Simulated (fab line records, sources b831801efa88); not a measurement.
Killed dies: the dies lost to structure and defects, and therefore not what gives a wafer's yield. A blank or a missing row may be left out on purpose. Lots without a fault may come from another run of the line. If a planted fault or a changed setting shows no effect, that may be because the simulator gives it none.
A lot that was struck, set against a sound lot / flow gf180mcu / 14 out of 602 route steps
Sound: these wafers, L649.2, L649.4, L649.6. The struck wafers were L648.1, L648.2, L648.5. The cause is named last.
Order at every step that has rows: each side's tool, ch and its chambers, its first start. Under that, the readings that differ: sound wafers / struck wafers / difference of the means / sigmas: that difference in standard deviations of wafers without a fault.
alike: readings whose means differ by less than 2 such deviations, and words and numbers that are the same on both sides. not compared: withheld readings, readings that some wafer has no value for, bounds like >300 that may hide the same value, and numbers for which the record gives no deviation and whose values overlap.
A row with sigmas, a row that says differs or no value, or rows on one side alone: a step with any of these is where the two part. Numbers that don't overlap but have no deviation are shown without sigmas and don't part them. A reading that every wafer of one side lacks parts them only if that side has two wafers or more.

GF_V4_THK_MEAS_01:
  sound on filmMetro-02, day 29 09:16; struck on filmMetro-02, day 29 04:54
  alike: V4_CVD_00_THK
GF_V4_CVD_02: deposits SiO2 from TEOS, target thk 850 nm, time 94.851 s.
  sound on pecvd-01 ch 0,2, day 29 09:19; struck on pecvd-02 ch 1,2, day 29 04:58
  alike: heaterPowerW
GF_V4_THK_MEAS_03:
  sound on filmMetro-01, day 29 09:24; struck on filmMetro-01, day 29 05:02
  alike: V4_CVD_02_THK
GF_V4_CMP_04: polishes SiO2.
  sound on cmp-02 ch 0,3, day 29 09:27; struck on cmp-01 ch 1,2,3, day 29 05:08
  alike: motorCurrentA, timeToEndpointS
GF_V4_BOW_MEAS_05:
  sound on filmMetro-03, day 29 09:46; struck on filmMetro-02, day 29 05:23
  alike: V4_BOW
then, 7 steps without rows for these wafers: GF_V4_DEHYDRATE_06 (time 60 s); GF_V4_HMDS_07 (prime time 60 s); GF_V4_COAT_08; GF_V4_COAT_09 (resist thk 1000 nm); GF_V4_SOFTBAKE_10 (time 60 s); GF_V4_EXPOSE_11 (exposes mask Via4, target cd 260 nm); GF_V4_PEB_12 (peb time 90 s).
GF_V4_DEVELOP_13: develop time 60 s.
  struck on lithoTrack-02, day 30 00:06; sound on lithoTrack-01 ch 0, day 30 04:41
  no value came back on the struck wafers for chillPlateTempC (C), developTimeS (s); on the sound wafers chillPlateTempC (C) reads 22.95 23.01 23.07
reading=model.KrF_of_V4_COAT_09.thkNm (nm); sound=982.3 985.7 984.3; struck=1003 1007 1005; difference=+21; sigmas=
GF_V4_CD_MEAS_14 targets a cd of 260 nm.
  sound on cdSem-01, day 30 04:50; struck on cdSem-02, day 30 00:15
reading=cdNm (nm); sound=259.7 259.5 259.1; struck=- - -; difference=no value on the struck wafers; sigmas=

## WHERE THEY PART
Earliest at GF_V4_DEVELOP_13; latest, in this record, at GF_V4_CD_MEAS_14.

WHY: what the simulator had put in
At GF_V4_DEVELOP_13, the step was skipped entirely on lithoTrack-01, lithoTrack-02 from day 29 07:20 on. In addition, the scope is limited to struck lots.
